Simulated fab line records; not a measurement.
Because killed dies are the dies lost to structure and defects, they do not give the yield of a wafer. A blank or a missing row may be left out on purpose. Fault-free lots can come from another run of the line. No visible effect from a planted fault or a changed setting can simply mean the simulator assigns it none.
Which tool was responsible?    flow gf180mcu    12 lots with 36 wafers sampled at 5 steps, on a route of 602 steps

## WHAT THE GAUGES SHOWED, per wafer
GF_CONTACT_BOW_MEAS_05. Usual: CONTACT_BOW gives 67 um (standard deviation 7.1).
lot   measured      on            CONTACT_BOW (um)  flag
L546  day 15 07:47  filmMetro-03  67 83 63          
L547  day 15 14:15  filmMetro-04  63 62 72          
L548  day 16 08:55  filmMetro-04  80 69 59          
L549  day 16 16:19  filmMetro-02  68 64 63          
L550  day 17 02:05  filmMetro-03  66 59 74          
L551  day 17 07:17  filmMetro-02  65 66 72          
L561  day 21 04:53  filmMetro-04  80 74 62          
L563  day 22 00:50  filmMetro-02  65 66 54          
L564  day 22 02:22  filmMetro-04  64 70 76          
L565  day 22 11:20  filmMetro-04  70 69 65          
L566  day 22 17:50  filmMetro-02  64 69 65          
L568  day 23 07:52  filmMetro-02  77 67 53          

GF_CONTACT_OVL_MEAS_15. Usual: CONTACT_OVL gives 1 nm (standard deviation 5.5).
lot   measured      on          CONTACT_OVL (nm)  flag
L546  day 16 05:02  overlay-02  1 -3 2            
L547  day 16 12:29  overlay-01  -2 0 -11          
L548  day 17 08:17  overlay-02  6 3 8             
L549  day 17 16:02  overlay-02  0 -7 -3           
L550  day 18 01:42  overlay-01  -5 -10 -1         
L551  day 18 07:14  overlay-02  15 0 2            
L561  day 22 05:14  overlay-01  0 2 0             
L563  day 23 00:26  overlay-01  -2 1 -2           
L564  day 23 01:27  overlay-01  -2 1 4            
L565  day 23 10:30  overlay-02  15 14 11          
L566  day 23 17:47  overlay-02  -3 -2 4           
L568  day 24 06:38  overlay-02  -2 -1 -5          

GF_V1_THK_MEAS_01. Usual: V1_CVD_00_THK gives 599 nm (standard deviation 5.5).
lot   measured      on            V1_CVD_00_THK (nm)  flag
L546  day 17 05:46  filmMetro-01  603 594 609         
L547  day 17 14:05  filmMetro-01  600 596 602         
L548  day 18 10:21  filmMetro-01  603 599 605         
L549  day 18 17:34  filmMetro-02  602 613 605         
L550  day 19 04:32  filmMetro-03  1183 1178 1207      OFF
L551  day 19 10:21  filmMetro-01  1181 1193 1189      OFF
L561  day 23 06:39  filmMetro-03  603 602 607         
L563  day 24 00:51  filmMetro-01  586 596 591         
L564  day 24 02:40  filmMetro-01  596 597 588         
L565  day 24 11:49  filmMetro-01  608 606 600         
L566  day 24 18:12  filmMetro-03  609 601 613         
L568  day 25 07:24  filmMetro-01  594 593 593         

GF_V1_BOW_MEAS_05. Usual: V1_BOW gives 82 um (standard deviation 8.2).
lot   measured      on            V1_BOW (um)  flag
L546  day 17 06:16  filmMetro-03  74 91 71     
L547  day 17 14:35  filmMetro-01  80 81 92     
L548  day 18 10:50  filmMetro-01  96 86 77     
L549  day 18 18:12  filmMetro-03  76 74 71     
L550  day 19 05:01  filmMetro-03  113 107 121  OFF
L551  day 19 10:52  filmMetro-01  102 102 111  
L561  day 23 07:09  filmMetro-01  95 91 77     
L563  day 24 01:21  filmMetro-02  79 81 68     
L564  day 24 03:09  filmMetro-01  74 81 86     
L565  day 24 12:21  filmMetro-03  85 85 79     
L566  day 24 18:41  filmMetro-01  75 79 76     
L568  day 25 07:53  filmMetro-03  94 85 69     

## TOOL THAT RAN EACH LOT (tool first, then ch and the chambers of the sampled wafers, then the start)
lot   GF_V1_CVD_00
L546  hdpcvd-01 ch 0,2, day 17 05:40
L547  hdpcvd-01 ch 0,2, day 17 13:59
L548  hdpcvd-01 ch 0,1, day 18 10:16
L549  hdpcvd-01 ch 0,1,2, day 18 17:29
L550  hdpcvd-02 ch 0,1,2, day 19 04:13
L551  hdpcvd-02 ch 0,1, day 19 10:01
L561  hdpcvd-01 ch 1,2, day 23 06:34
L563  hdpcvd-02 ch 0,2, day 24 00:46
L564  hdpcvd-02 ch 0,1,2, day 24 02:35
L565  hdpcvd-01 ch 1,2, day 24 11:45
L566  hdpcvd-01 ch 1,2, day 24 18:08
L568  hdpcvd-02 ch 0,1,2, day 25 07:20
- GF_V1_CVD_00: deposits SiO2, target thk 600 nm, time 100 s.

## AS READ BY THE TOOLS THEMSELVES (means over the sampled wafers that have a number; for cases with no such wafer, the mark the record gives instead)
The record holds no such reading with a usual standard deviation.

## THE ANSWER, worked out from the rows above alone
Rule: a lot is off if the mean of its wafers that have a number lies more than 3 standard deviations from the usual mean. Also off: a lot with no number at a reading for which 4 or more lots have one. The other lots that the step has rows for count as sound. After the gauges, taken in route order, come the tools' own readings; for these a lot's mean is taken, as printed above. At the first step where some lot is off, the reading lying furthest off is the one used; lots without a number count as furthest.
Off: L550, L551, seen at GF_V1_THK_MEAS_01 (V1_CVD_00_THK).
A tool fits if, at a process step before that reading, it ran every lot that is off, and no sound lot after the first of them. Those tools and the gauges at GF_V1_THK_MEAS_01 are tried in the same way. Not one of the candidates tried fits.

## WHAT HAD BEEN PUT IN BY THE SIMULATOR
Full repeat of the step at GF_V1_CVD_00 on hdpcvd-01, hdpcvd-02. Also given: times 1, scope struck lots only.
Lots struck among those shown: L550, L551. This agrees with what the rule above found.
